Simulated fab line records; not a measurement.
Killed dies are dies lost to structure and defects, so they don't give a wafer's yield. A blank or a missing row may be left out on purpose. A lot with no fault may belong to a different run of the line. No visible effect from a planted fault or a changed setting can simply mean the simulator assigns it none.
The tool behind it: which one? | flow gf180mcu | 10 lots, 30 wafers sampled, at 7 steps of a route of 602

## WHAT THE GAUGES SHOWED, per wafer
GF_PSD_TW_MEAS_11.
lot  | measured     | on            | PSD_TW
L964 | day 15 13:20 | film metro-01 | 3218 3214 3212
L965 | day 15 22:49 | film metro-03 | 3207 3221 3220
L969 | day 17 01:11 | film metro-03 | 3222 3218 3211
L973 | day 18 13:45 | film metro-03 | 3067 3089 3077
L974 | day 18 20:13 | film metro-04 | 3076 3079 3062
L978 | day 20 05:41 | film metro-04 | 3176 3179 3168
L980 | day 21 07:56 | film metro-03 | 3253 3263 3261
L981 | day 21 08:14 | film metro-01 | 3212 3214 3208
L982 | day 21 13:29 | film metro-03 | 3252 3259 3248
L984 | day 22 08:40 | film metro-03 | 3219 3222 3209

GF_PSD_RS_MEAS_15: measures by four-point-probe.
lot  | measured     | on            | PSD_RS (ohm/sq)
L964 | day 15 13:40 | film metro-01 | 107.42 107.62 107.47
L965 | day 15 23:08 | film metro-03 | 107.99 108.03 108.28
L969 | day 17 01:32 | film metro-01 | 108.10 107.92 107.83
L973 | day 18 14:06 | film metro-03 | 117.65 117.75 117.42
L974 | day 18 20:32 | film metro-04 | 117.59 117.88 117.39
L978 | day 20 06:05 | film metro-03 | 108.10 107.92 107.66
L980 | day 21 08:16 | film metro-03 | 107.30 107.56 107.79
L981 | day 21 08:34 | film metro-01 | 107.66 107.86 107.88
L982 | day 21 13:49 | film metro-04 | 107.63 107.83 107.41
L984 | day 22 08:59 | film metro-01 | 107.63 107.82 107.81

GF_SAB_CD_MEAS_09 targets a cd of 420 nm.
lot  | measured     | on        | cd nm (nm)
L964 | day 16 11:53 | cd sem-01 | 420.6 418.1 422.3
L965 | day 16 21:47 | cd sem-02 | 418.1 417.4 417.0
L969 | day 18 00:55 | cd sem-01 | 422.6 420.3 423.7
L973 | day 19 14:05 | cd sem-02 | 423.9 424.2 425.4
L974 | day 19 20:55 | cd sem-01 | 419.9 420.4 422.1
L978 | day 21 06:22 | cd sem-02 | 420.3 416.4 419.5
L980 | day 22 07:24 | cd sem-02 | 423.8 424.7 423.9
L981 | day 22 07:50 | cd sem-01 | 420.4 421.9 421.8
L982 | day 22 12:54 | cd sem-02 | 420.4 418.0 419.1
L984 | day 23 08:32 | cd sem-02 | 422.2 421.9 420.5

## EACH LOT AND THE TOOL THAT RAN IT (in order: tool; ch and the chambers of the sampled wafers; start)
lot  | GF_HV_LDD_STRIP_37                   | GF_HV_LDD_STRIP_49                   | GF_PSD_IMPLANT_09               | GF_PSD_STRIP_10
L964 | plasma asher-01 ch 0,1, day 12 20:10 | plasma asher-02 ch 0,1, day 13 16:23 | implanter-04 ch 0, day 15 13:06 | plasma asher-03 ch 0,1, day 15 13:13
L965 | plasma asher-02 ch 0,1, day 13 03:46 | plasma asher-01 ch 0,1, day 13 23:46 | implanter-02 ch 0, day 15 22:34 | plasma asher-04 ch 0,1, day 15 22:43
L969 | plasma asher-02 ch 0,1, day 14 04:13 | plasma asher-03 ch 0,1, day 15 01:30 | implanter-02 ch 0, day 17 00:58 | plasma asher-03 ch 0,1, day 17 01:06
L973 | plasma asher-01 ch 0,1, day 15 13:25 | plasma asher-03 ch 0,1, day 16 12:10 | implanter-02 ch 0, day 18 13:33 | plasma asher-03 ch 0,1, day 18 13:40
L974 | plasma asher-01 ch 0,1, day 15 18:48 | plasma asher-03 ch 0,1, day 16 16:54 | implanter-02 ch 0, day 18 19:59 | plasma asher-02 ch 0,1, day 18 20:07
L978 | plasma asher-02 ch 0,1, day 17 00:31 | plasma asher-02 ch 0,1, day 18 00:04 | implanter-04 ch 0, day 20 05:28 | plasma asher-04 ch 0,1, day 20 05:37
L980 | plasma asher-01 ch 0,1, day 17 21:41 | plasma asher-02 ch 0,1, day 18 22:11 | implanter-04 ch 0, day 21 07:42 | plasma asher-03 ch 0,1, day 21 07:49
L981 | plasma asher-02 ch 0,1, day 18 03:44 | plasma asher-01 ch 0,1, day 19 04:04 | implanter-02 ch 0, day 21 08:00 | plasma asher-04 ch 0,1, day 21 08:07
L982 | plasma asher-02 ch 0,1, day 18 10:13 | plasma asher-03 ch 0,1, day 19 09:55 | implanter-02 ch 0, day 21 13:16 | plasma asher-02 ch 1, day 21 13:23
L984 | plasma asher-03 ch 0,1, day 19 02:37 | plasma asher-02 ch 0,1, day 20 05:16 | implanter-03 ch 0, day 22 08:25 | plasma asher-04 ch 0,1, day 22 08:34
- GF_HV_LDD_STRIP_37: strips in O2/N2.
- GF_HV_LDD_STRIP_49: strips in O2/N2.
- GF_PSD_IMPLANT_09
- GF_PSD_STRIP_10: strips in O2/N2.

## AS READ BY THE TOOLS THEMSELVES (means over the sampled wafers that have a number; for cases with no such wafer, the mark the record gives instead)
GF_HV_LDD_STRIP_37.
lot  | tool            | drypump motor current A (A) | heater power w (W) | n2 flow sccm (sccm) | oes product au (a.u.) | strip time to endpoint s (s)
L964 | plasma asher-01 | 5.6                         | 361                | 300.7               | 0.713                 | 12.63
L965 | plasma asher-02 | 6.0                         | 324                | 301.4               | 0.717                 | 12.63
L969 | plasma asher-02 | 6.2                         | 328                | 299.2               | 0.715                 | 12.64
L973 | plasma asher-01 | 5.6                         | 359                | 300.4               | 0.715                 | 12.59
L974 | plasma asher-01 | 5.6                         | 361                | 301.2               | 0.716                 | 12.68
L978 | plasma asher-02 | 6.2                         | 324                | 300.1               | 0.718                 | 12.57
L980 | plasma asher-01 | 5.2                         | 358                | 299.7               | 0.715                 | 12.62
L981 | plasma asher-02 | 6.2                         | 326                | 299.7               | 0.712                 | 12.65
L982 | plasma asher-02 | 6.1                         | 324                | 300.5               | 0.717                 | 12.65
L984 | plasma asher-03 | 5.3                         | 329                | 299.1               | 0.713                 | 12.64

GF_HV_LDD_STRIP_49.
lot  | tool            | drypump motor current A (A) | heater power w (W) | n2 flow sccm (sccm) | oes product au (a.u.) | strip time to endpoint s (s)
L964 | plasma asher-02 | 6.2                         | 323                | 310.5               | 0.719                 | 12.69
L965 | plasma asher-01 | 5.6                         | 368                | 311.1               | 0.723                 | 12.64
L969 | plasma asher-03 | 5.6                         | 310                | 310.5               | 0.718                 | 12.65
L973 | plasma asher-03 | 5.5                         | 306                | 310.7               | 0.717                 | 12.61
L974 | plasma asher-03 | 5.3                         | 329                | 310.5               | 0.718                 | 12.68
L978 | plasma asher-02 | 6.2                         | 317                | 311.4               | 0.719                 | 12.63
L980 | plasma asher-02 | 6.1                         | 323                | 311.9               | 0.714                 | 12.63
L981 | plasma asher-01 | 5.3                         | 350                | 310.4               | 0.718                 | 12.68
L982 | plasma asher-03 | 5.6                         | 313                | 311.7               | 0.715                 | 12.64
L984 | plasma asher-02 | 6.2                         | 326                | 311.4               | 0.716                 | 12.60

GF_PSD_IMPLANT_09.
lot  | tool         | beam on s (s) | faraday current uA
L964 | implanter-04 | 9.73          | 8454
L965 | implanter-02 | 10.19         | 8079
L969 | implanter-02 | 10.02         | 8218
L973 | implanter-02 | 8.13          | 10128
L974 | implanter-02 | 8.20          | 10083
L978 | implanter-04 | 9.89          | 8321
L980 | implanter-04 | 10.05         | 8233
L981 | implanter-02 | 10.03         | 8219
L982 | implanter-02 | 10.04         | 8223
L984 | implanter-03 | 10.11         | 8171

GF_PSD_STRIP_10.
lot  | tool            | drypump motor current A (A) | heater power w (W) | n2 flow sccm (sccm) | oes product au (a.u.) | strip time to endpoint s (s)
L964 | plasma asher-03 | 5.5                         | 312                | 299.9               | 0.590                 | 16.58
L965 | plasma asher-04 | 5.0                         | 345                | 300.3               | 0.595                 | 16.61
L969 | plasma asher-03 | 5.5                         | 306                | 300.4               | 0.588                 | 16.57
L973 | plasma asher-03 | 5.5                         | 308                | 300.6               | 0.600                 | 16.04
L974 | plasma asher-02 | 6.0                         | 321                | 300.4               | 0.603                 | 16.05
L978 | plasma asher-04 | 5.3                         | 381                | 300.2               | 0.591                 | 16.61
L980 | plasma asher-03 | 5.3                         | 326                | 299.0               | 0.587                 | 16.66
L981 | plasma asher-04 | 5.0                         | 345                | 299.4               | 0.591                 | 16.60
L982 | plasma asher-02 | 5.9                         | 328                | 299.9               | 0.588                 | 16.61
L984 | plasma asher-04 | 5.3                         | 386                | 301.0               | 0.592                 | 16.63

## THE ANSWER, worked out from the rows above alone
Rule: the usual values come from the lots themselves. Put in order of their means at a reading, lots are off if they are a third of the lots or fewer, leave a main group of 4 or more, and stand apart from it by a gap of 3 or more times the standard deviation of the main group's means; of several such gaps the widest counts. A main group is skipped when, at the precision printed for the reading in the tables above, its means are all equal. A lot without any number at a reading at which 4 lots or more have one is off too. Where the step has rows for the other lots, those lots are counted as sound. Order of review: gauges by route order, followed by the tools' own readings, for which a lot's mean as printed above is used. At the first step where some lot is off, the reading lying furthest off is the one used; lots without a number count as furthest.
Off: L973, L974, at GF_PSD_TW_MEAS_11 (PSD_TW). The main group: mean 3220, standard deviation 25.
If a tool, at a process step before that reading, ran all the lots that are off and no sound lot after the first of them, it fits. The gauges at GF_PSD_TW_MEAS_11 aren't tried: what is off there is off at GF_PSD_IMPLANT_09 too, on other tools, and a gauge's error can't cause that. Of those tried, none fits.

## WHAT THE SIMULATOR HAD PUT IN
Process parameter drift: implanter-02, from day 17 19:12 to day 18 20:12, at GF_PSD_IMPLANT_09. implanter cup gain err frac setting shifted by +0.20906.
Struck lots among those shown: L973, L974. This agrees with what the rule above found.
